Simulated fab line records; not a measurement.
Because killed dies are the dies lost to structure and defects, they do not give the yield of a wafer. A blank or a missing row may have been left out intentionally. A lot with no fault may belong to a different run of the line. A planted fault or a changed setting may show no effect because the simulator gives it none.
Which of the tools did it? / flow gf180mcu / Sampling: 14 lots, 42 wafers, 5 of 602 route steps

WHAT THE GAUGES READ, wafer by wafer
GF_V4_RS_MEAS_24: a four-point-probe measurement.
lot=L509; measured=day 24 10:13; on=film-metro-02; V4_W_RS (ohm/sq)=0.327 0.332 0.327
lot=L510; measured=day 24 21:30; on=film-metro-04; V4_W_RS (ohm/sq)=0.328 0.329 0.325
lot=L511; measured=day 25 04:41; on=film-metro-02; V4_W_RS (ohm/sq)=0.327 0.330 0.329
lot=L513; measured=day 25 18:47; on=film-metro-02; V4_W_RS (ohm/sq)=0.318 0.321 0.323
lot=L514; measured=day 25 21:56; on=film-metro-04; V4_W_RS (ohm/sq)=0.330 0.331 0.333
lot=L515; measured=day 26 12:18; on=film-metro-02; V4_W_RS (ohm/sq)=0.327 0.326 0.321
lot=L516; measured=day 26 18:41; on=film-metro-04; V4_W_RS (ohm/sq)=0.333 0.330 0.333
lot=L518; measured=day 27 12:35; on=film-metro-02; V4_W_RS (ohm/sq)=0.323 0.330 0.323
lot=L523; measured=day 29 04:34; on=film-metro-04; V4_W_RS (ohm/sq)=0.326 0.324 0.324
lot=L525; measured=day 29 13:58; on=film-metro-02; V4_W_RS (ohm/sq)=0.330 0.322 0.325
lot=L528; measured=day 30 07:21; on=film-metro-02; V4_W_RS (ohm/sq)=0.330 0.325 0.331
lot=L530; measured=day 30 23:02; on=film-metro-02; V4_W_RS (ohm/sq)=0.326 0.327 0.327
lot=L531; measured=day 31 05:14; on=film-metro-02; V4_W_RS (ohm/sq)=0.330 0.326 0.327
lot=L532; measured=day 31 13:27; on=film-metro-02; V4_W_RS (ohm/sq)=0.328 0.324 0.331

GF_MIM_THK_MEAS_11: measures by xrf.
lot=L509; measured=day 24 11:13; on=film-metro-01; MIM_ALCU_THK (nm)=199.2 197.3 196.6
lot=L510; measured=day 24 22:31; on=film-metro-03; MIM_ALCU_THK (nm)=200.0 198.5 200.4
lot=L511; measured=day 25 05:41; on=film-metro-03; MIM_ALCU_THK (nm)=192.1 193.2 191.8
lot=L513; measured=day 25 19:48; on=film-metro-01; MIM_ALCU_THK (nm)=197.4 201.7 199.5
lot=L514; measured=day 25 22:56; on=film-metro-02; MIM_ALCU_THK (nm)=197.1 192.2 190.3
lot=L515; measured=day 26 13:19; on=film-metro-03; MIM_ALCU_THK (nm)=198.5 194.0 196.9
lot=L516; measured=day 26 19:41; on=film-metro-01; MIM_ALCU_THK (nm)=196.5 200.5 196.6
lot=L518; measured=day 27 13:35; on=film-metro-02; MIM_ALCU_THK (nm)=194.9 197.5 195.1
lot=L523; measured=day 29 05:35; on=film-metro-03; MIM_ALCU_THK (nm)=195.6 195.8 195.4
lot=L525; measured=day 29 14:58; on=film-metro-01; MIM_ALCU_THK (nm)=197.1 195.9 196.3
lot=L528; measured=day 30 08:22; on=film-metro-03; MIM_ALCU_THK (nm)=199.3 201.3 200.4
lot=L530; measured=day 31 00:17; on=film-metro-01; MIM_ALCU_THK (nm)=201.1 200.8 205.2
lot=L531; measured=day 31 06:14; on=film-metro-02; MIM_ALCU_THK (nm)=198.5 195.8 198.0
lot=L532; measured=day 31 14:37; on=film-metro-02; MIM_ALCU_THK (nm)=197.3 196.3 195.1

GF_V5_THK_MEAS_01.
lot=L509; measured=day 26 06:12; on=film-metro-01; V5_CVD_00_THK (nm)=310 304 299
lot=L510; measured=day 26 17:29; on=film-metro-04; V5_CVD_00_THK (nm)=305 302 302
lot=L511; measured=day 26 23:44; on=film-metro-01; V5_CVD_00_THK (nm)=302 299 305
lot=L513; measured=day 27 13:34; on=film-metro-03; V5_CVD_00_THK (nm)=300 301 300
lot=L514; measured=day 27 16:41; on=film-metro-01; V5_CVD_00_THK (nm)=304 300 303
lot=L515; measured=day 28 06:44; on=film-metro-01; V5_CVD_00_THK (nm)=297 305 305
lot=L516; measured=day 28 12:16; on=film-metro-01; V5_CVD_00_THK (nm)=299 302 303
lot=L518; measured=day 29 06:28; on=film-metro-01; V5_CVD_00_THK (nm)=305 302 308
lot=L523; measured=day 30 19:33; on=film-metro-03; V5_CVD_00_THK (nm)=302 299 299
lot=L525; measured=day 31 03:47; on=film-metro-01; V5_CVD_00_THK (nm)=301 302 300
lot=L528; measured=day 31 21:56; on=film-metro-04; V5_CVD_00_THK (nm)=303 304 299
lot=L530; measured=day 32 12:01; on=film-metro-03; V5_CVD_00_THK (nm)=301 298 297
lot=L531; measured=day 32 17:50; on=film-metro-04; V5_CVD_00_THK (nm)=299 304 297
lot=L532; measured=day 33 01:06; on=film-metro-01; V5_CVD_00_THK (nm)=307 302 296

WHAT TOOL EACH LOT RAN ON (gives the tool, then ch and the chambers of the sampled wafers, and finally the start)
lot=L509; GF_M5_METAL_ETCH_10=rie-metal-01 ch 1, day 26 05:25; GF_M5_STRIP_11=plasma-asher-04 ch 0,1, day 26 05:36
lot=L510; GF_M5_METAL_ETCH_10=rie-metal-02 ch 0,1, day 26 16:47; GF_M5_STRIP_11=plasma-asher-02 ch 0,1, day 26 16:53
lot=L511; GF_M5_METAL_ETCH_10=rie-metal-02 ch 0,1, day 26 22:59; GF_M5_STRIP_11=plasma-asher-03 ch 0,1, day 26 23:05
lot=L513; GF_M5_METAL_ETCH_10=rie-metal-02 ch 0,1, day 27 12:53; GF_M5_STRIP_11=plasma-asher-02 ch 1, day 27 12:59
lot=L514; GF_M5_METAL_ETCH_10=rie-metal-03 ch 1, day 27 15:54; GF_M5_STRIP_11=plasma-asher-04 ch 0,1, day 27 16:05
lot=L515; GF_M5_METAL_ETCH_10=rie-metal-03 ch 0,1, day 28 06:03; GF_M5_STRIP_11=plasma-asher-04 ch 0,1, day 28 06:10
lot=L516; GF_M5_METAL_ETCH_10=rie-metal-03 ch 0, day 28 11:04; GF_M5_STRIP_11=plasma-asher-03 ch 0,1, day 28 11:17
lot=L518; GF_M5_METAL_ETCH_10=rie-metal-02 ch 0,1, day 29 05:47; GF_M5_STRIP_11=plasma-asher-03 ch 0,1, day 29 05:54
lot=L523; GF_M5_METAL_ETCH_10=rie-metal-01 ch 0,1, day 30 18:48; GF_M5_STRIP_11=plasma-asher-04 ch 0,1, day 30 18:57
lot=L525; GF_M5_METAL_ETCH_10=rie-metal-01 ch 0,1, day 31 03:07; GF_M5_STRIP_11=plasma-asher-03 ch 0,1, day 31 03:13
lot=L528; GF_M5_METAL_ETCH_10=rie-metal-02 ch 0, day 31 21:05; GF_M5_STRIP_11=plasma-asher-02 ch 0,1, day 31 21:17
lot=L530; GF_M5_METAL_ETCH_10=rie-metal-03 ch 0,1, day 32 11:19; GF_M5_STRIP_11=plasma-asher-04 ch 0,1, day 32 11:26
lot=L531; GF_M5_METAL_ETCH_10=rie-metal-02 ch 0, day 32 17:00; GF_M5_STRIP_11=plasma-asher-02 ch 1, day 32 17:14
lot=L532; GF_M5_METAL_ETCH_10=rie-metal-02 ch 0, day 33 00:19; GF_M5_STRIP_11=plasma-asher-02 ch 0,1, day 33 00:30
- GF_M5_METAL_ETCH_10: etches the open film in Cl2/BCl3, stops on SiO2, target depth 627.5 nm, time 104.6 s.
- GF_M5_STRIP_11: strips in O2/N2.

AS READ BY THE TOOLS THEMSELVES (means over the sampled wafers that have a number; for cases with no such wafer, the mark the record gives instead)
GF_M5_METAL_ETCH_10.
lot=L509; tool=rie-metal-01; drypump-motor-current-A (A)=5.0; oes-product-au (a.u.)=0.978; rf-fwd-power-W (W)=791; throttle-valve-pct (%)=28.243
lot=L510; tool=rie-metal-02; drypump-motor-current-A (A)=5.9; oes-product-au (a.u.)=0.975; rf-fwd-power-W (W)=795; throttle-valve-pct (%)=28.248
lot=L511; tool=rie-metal-02; drypump-motor-current-A (A)=5.9; oes-product-au (a.u.)=0.964; rf-fwd-power-W (W)=799; throttle-valve-pct (%)=28.262
lot=L513; tool=rie-metal-02; drypump-motor-current-A (A)=5.9; oes-product-au (a.u.)=0.974; rf-fwd-power-W (W)=797; throttle-valve-pct (%)=28.248
lot=L514; tool=rie-metal-03; drypump-motor-current-A (A)=5.8; oes-product-au (a.u.)=0.968; rf-fwd-power-W (W)=793; throttle-valve-pct (%)=28.259
lot=L515; tool=rie-metal-03; drypump-motor-current-A (A)=5.7; oes-product-au (a.u.)=0.971; rf-fwd-power-W (W)=794; throttle-valve-pct (%)=28.257
lot=L516; tool=rie-metal-03; drypump-motor-current-A (A)=5.7; oes-product-au (a.u.)=0.974; rf-fwd-power-W (W)=788; throttle-valve-pct (%)=28.250
lot=L518; tool=rie-metal-02; drypump-motor-current-A (A)=6.0; oes-product-au (a.u.)=0.980; rf-fwd-power-W (W)=794; throttle-valve-pct (%)=28.246
lot=L523; tool=rie-metal-01; drypump-motor-current-A (A)=5.4; oes-product-au (a.u.)=0.956; rf-fwd-power-W (W)=750; throttle-valve-pct (%)=28.275
lot=L525; tool=rie-metal-01; drypump-motor-current-A (A)=5.4; oes-product-au (a.u.)=0.948; rf-fwd-power-W (W)=747; throttle-valve-pct (%)=28.274
lot=L528; tool=rie-metal-02; drypump-motor-current-A (A)=5.7; oes-product-au (a.u.)=0.974; rf-fwd-power-W (W)=795; throttle-valve-pct (%)=28.258
lot=L530; tool=rie-metal-03; drypump-motor-current-A (A)=5.7; oes-product-au (a.u.)=0.959; rf-fwd-power-W (W)=791; throttle-valve-pct (%)=28.257
lot=L531; tool=rie-metal-02; drypump-motor-current-A (A)=5.7; oes-product-au (a.u.)=0.980; rf-fwd-power-W (W)=798; throttle-valve-pct (%)=28.236
lot=L532; tool=rie-metal-02; drypump-motor-current-A (A)=5.7; oes-product-au (a.u.)=0.972; rf-fwd-power-W (W)=799; throttle-valve-pct (%)=28.251

GF_M5_STRIP_11.
lot=L509; tool=plasma-asher-04; drypump-motor-current-A (A)=5.3; heater-power-w (W)=319; n2-flow-sccm (sccm)=300.4; o2-flow-sccm (sccm)=3001; oes-product-au (a.u.)=0.542; strip-time-to-endpoint-s (s)=7.54
lot=L510; tool=plasma-asher-02; drypump-motor-current-A (A)=5.8; heater-power-w (W)=318; n2-flow-sccm (sccm)=299.1; o2-flow-sccm (sccm)=3003; oes-product-au (a.u.)=0.546; strip-time-to-endpoint-s (s)=7.56
lot=L511; tool=plasma-asher-03; drypump-motor-current-A (A)=5.7; heater-power-w (W)=333; n2-flow-sccm (sccm)=299.6; o2-flow-sccm (sccm)=3009; oes-product-au (a.u.)=0.544; strip-time-to-endpoint-s (s)=7.58
lot=L513; tool=plasma-asher-02; drypump-motor-current-A (A)=6.0; heater-power-w (W)=315; n2-flow-sccm (sccm)=301.4; o2-flow-sccm (sccm)=2996; oes-product-au (a.u.)=0.548; strip-time-to-endpoint-s (s)=7.58
lot=L514; tool=plasma-asher-04; drypump-motor-current-A (A)=5.3; heater-power-w (W)=313; n2-flow-sccm (sccm)=299.5; o2-flow-sccm (sccm)=3003; oes-product-au (a.u.)=0.542; strip-time-to-endpoint-s (s)=7.53
lot=L515; tool=plasma-asher-04; drypump-motor-current-A (A)=5.0; heater-power-w (W)=317; n2-flow-sccm (sccm)=300.1; o2-flow-sccm (sccm)=2995; oes-product-au (a.u.)=0.545; strip-time-to-endpoint-s (s)=7.54
lot=L516; tool=plasma-asher-03; drypump-motor-current-A (A)=5.7; heater-power-w (W)=339; n2-flow-sccm (sccm)=300.6; o2-flow-sccm (sccm)=2999; oes-product-au (a.u.)=0.539; strip-time-to-endpoint-s (s)=7.56
lot=L518; tool=plasma-asher-03; drypump-motor-current-A (A)=5.7; heater-power-w (W)=344; n2-flow-sccm (sccm)=300.7; o2-flow-sccm (sccm)=2998; oes-product-au (a.u.)=0.537; strip-time-to-endpoint-s (s)=7.51
lot=L523; tool=plasma-asher-04; drypump-motor-current-A (A)=5.0; heater-power-w (W)=312; n2-flow-sccm (sccm)=300.1; o2-flow-sccm (sccm)=3013; oes-product-au (a.u.)=0.543; strip-time-to-endpoint-s (s)=7.65
lot=L525; tool=plasma-asher-03; drypump-motor-current-A (A)=5.7; heater-power-w (W)=338; n2-flow-sccm (sccm)=299.9; o2-flow-sccm (sccm)=2997; oes-product-au (a.u.)=0.548; strip-time-to-endpoint-s (s)=7.66
lot=L528; tool=plasma-asher-02; drypump-motor-current-A (A)=5.8; heater-power-w (W)=318; n2-flow-sccm (sccm)=300.3; o2-flow-sccm (sccm)=2997; oes-product-au (a.u.)=0.546; strip-time-to-endpoint-s (s)=7.51
lot=L530; tool=plasma-asher-04; drypump-motor-current-A (A)=5.3; heater-power-w (W)=311; n2-flow-sccm (sccm)=300.5; o2-flow-sccm (sccm)=2998; oes-product-au (a.u.)=0.544; strip-time-to-endpoint-s (s)=7.53
lot=L531; tool=plasma-asher-02; drypump-motor-current-A (A)=6.0; heater-power-w (W)=312; n2-flow-sccm (sccm)=300.4; o2-flow-sccm (sccm)=2991; oes-product-au (a.u.)=0.546; strip-time-to-endpoint-s (s)=7.52
lot=L532; tool=plasma-asher-02; drypump-motor-current-A (A)=5.6; heater-power-w (W)=319; n2-flow-sccm (sccm)=299.9; o2-flow-sccm (sccm)=3013; oes-product-au (a.u.)=0.543; strip-time-to-endpoint-s (s)=7.54

THE ANSWER, worked out from the rows above alone
Rule: what is usual is taken from the lots themselves. Put in order of their means at a reading, lots are off if they are a third of the lots or fewer, leave a main group of 4 or more, and stand apart from it by a gap of 3 or more times the standard deviation of the main group's means; of several such gaps the widest counts. A main group whose means are all the same, to the digits that the tables above print for the reading, isn't used. A lot without any number at a reading at which 4 lots or more have one is off too. All remaining lots with rows at the step are treated as sound. Order of review: gauges by route order, followed by the tools' own readings, for which a lot's mean as printed above is used. At the first step where some lot is off, the reading lying furthest off is the one used; lots without a number count as furthest.
Off, at GF_M5_METAL_ETCH_10 on rf-fwd-power-W: L523, L525. For the main group the mean is 794 W and the standard deviation 3.3.
If a tool, at that step or one of the process steps before it, ran each lot that is off and ran no sound lot following the first of them, it fits. One fits: GF_M5_METAL_ETCH_10 on rie-metal-01. Its last sound lot is L509 (day 26 05:25), its first lot that is off L523 (day 30 18:48): a fault that began between those two fits.
The tool's own readings at GF_M5_METAL_ETCH_10 bear it out: on the lots that are off they differ by more than 5 times the standard deviation of the sound lots' means. rf-fwd-power-W reads 748 W there against 794 W on the sound lots.

WHAT THE SIMULATOR PUT IN
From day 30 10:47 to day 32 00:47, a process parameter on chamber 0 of rie-metal-01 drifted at GF_M5_METAL_ETCH_10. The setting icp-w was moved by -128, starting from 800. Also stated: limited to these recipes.
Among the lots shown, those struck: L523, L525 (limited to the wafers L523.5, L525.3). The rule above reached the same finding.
